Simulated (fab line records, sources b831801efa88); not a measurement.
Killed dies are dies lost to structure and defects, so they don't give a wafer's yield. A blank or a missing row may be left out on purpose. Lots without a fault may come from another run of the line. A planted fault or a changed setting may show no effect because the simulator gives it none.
Split-lot experiment | flow sky130 | 5 lots, 17 wafers read, on a route of 708 steps

THE SPLIT
At SKY_METAL5_METAL_ETCH_15 (etches the open film in Cl2/BCl3, stops on SiO2, target depth 1260 nm, time 252 s), the setting icp_w was moved away from the recipe's 900 W on 4 of the 17 wafers read, by -10.0% to +11.1%. The other wafers ran this setting at the recipe's value.

The reading is taken at the split's own step.

THE READING
NOVOLAK_of_METAL5_COAT_09.thk_nm (the simulator's own value, which no gauge read), in nm, at SKY_METAL5_METAL_ETCH_15 (etches the open film in Cl2/BCl3, stops on SiO2, target depth 1260 nm, time 252 s). The file gives no usual value for it. The 13 wafers here that ran the recipe average 1034.5 nm, standard deviation 6.2 nm.

wafer  | tool, chamber at the split | icp_w as run, W | against the recipe | NOVOLAK_of_METAL5_COAT_09.thk_nm, nm | against lot-mates on the recipe
L077.2 | rie_metal-02, 0            | 900             | recipe             | 1034                                 | -
L077.3 | rie_metal-02, 0            | 900             | recipe             | 1029                                 | -
L077.5 | rie_metal-02, 1            | 900             | recipe             | 1037                                 | -
L080.3 | rie_metal-02, 0            | 1000            | +11.1%             | 973.9                                | -61.1
L080.6 | rie_metal-02, 0            | 900             | recipe             | 1035                                 | -
L082.2 | rie_metal-02, 0            | 900             | recipe             | 1036                                 | -
L082.3 | rie_metal-02, 1            | 900             | recipe             | 1045                                 | -
L082.4 | rie_metal-02, 0            | 810.1           | -10.0%             | 1109                                 | +69.7
L082.5 | rie_metal-02, 0            | 900             | recipe             | 1037                                 | -
L082.6 | rie_metal-02, 1            | 810.1           | -10.0%             | 1116                                 | +76.7
L081.1 | rie_metal-04, 0            | 900             | recipe             | 1018                                 | -
L081.3 | rie_metal-04, 0            | 834.8           | -7.2%              | 1057                                 | +39.0
L084.1 | rie_metal-02, 1            | 900             | recipe             | 1037                                 | -
L084.2 | rie_metal-02, 0            | 900             | recipe             | 1036                                 | -
L084.4 | rie_metal-02, 0            | 900             | recipe             | 1041                                 | -
L084.5 | rie_metal-02, 1            | 900             | recipe             | 1031                                 | -
L084.6 | rie_metal-02, 0            | 900             | recipe             | 1032                                 | -

THE FIT
A straight line over all 17 wafers: NOVOLAK_of_METAL5_COAT_09.thk_nm changes by -6.34 nm for each +1% of icp_w; r = -0.95; the points scatter about the line by 10 nm.
The same after taking each lot's own level away (the mean of its wafers on the recipe; 17 wafers): -6.4 nm for each +1%; r = -0.98; scatter 5.6 nm.
On that fit, the largest move of icp_w shifts the reading by 71 nm.
The lots' own levels span 1018.00 to 1039.33 nm, that is 3.4 times the standard deviation above.
So the lot-to-lot level changes the slope little: the two slopes agree.
Check: with one of the wafers moved furthest among these (+11.1%) left out of the fit, the line predicts -77.4 nm for it against its lot-mates. It came out at -61.1 nm against them.

OTHER SPLITS ON THESE WAFERS
These wafers also went through other splits before the reading. Each is held against what the fit with the lots' levels taken away leaves over:
other split on the same wafers     | wafers away from the commonest value | r with NOVOLAK_of_METAL5_COAT_09.thk_nm (lot level and that fit taken away)
SKY_CAP2M_SOFTBAKE_08 temp_c       | 6                                    | -0.09
SKY_CAP2M_METAL_ETCH_13 time_s     | 4                                    | +0.04
SKY_METAL4_DEVELOP_12 dev_temp_c   | 8                                    | +0.07
SKY_VIA4_CMP_02 leave_above_ref_nm | 2                                    | -0.22
SKY_VIA4_SOFTBAKE_07 temp_c        | 4                                    | +0.22
SKY_VIA4_CVD_18 temp_c             | 4                                    | +0.10
SKY_METAL5_SPUTTER_04 power_w      | 3                                    | +0.03

THE WHOLE CHAIN: every reading that the file lists as answering this split, in the file's order
step                     | what it does                                                                      | reading                                                                           | change (the file's fit)              | r (the file's)
SKY_METAL5_METAL_ETCH_15 | etches the open film in Cl2/BCl3, stops on SiO2, target depth 1260 nm, time 252 s | NOVOLAK_of_METAL5_COAT_09.thk_nm (the simulator's own value, which no gauge read) | -6.57 nm for each +1% of the setting | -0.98
SKY_METAL5_STRIP_16      | strips in O2/N2                                                                   | strip_time_to_endpoint_s                                                          | withheld for each +1% of the setting | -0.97

THE FILE'S OWN FIT
NOVOLAK_of_METAL5_COAT_09.thk_nm changes by -6.57 nm for each +1% of icp_w, r = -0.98.
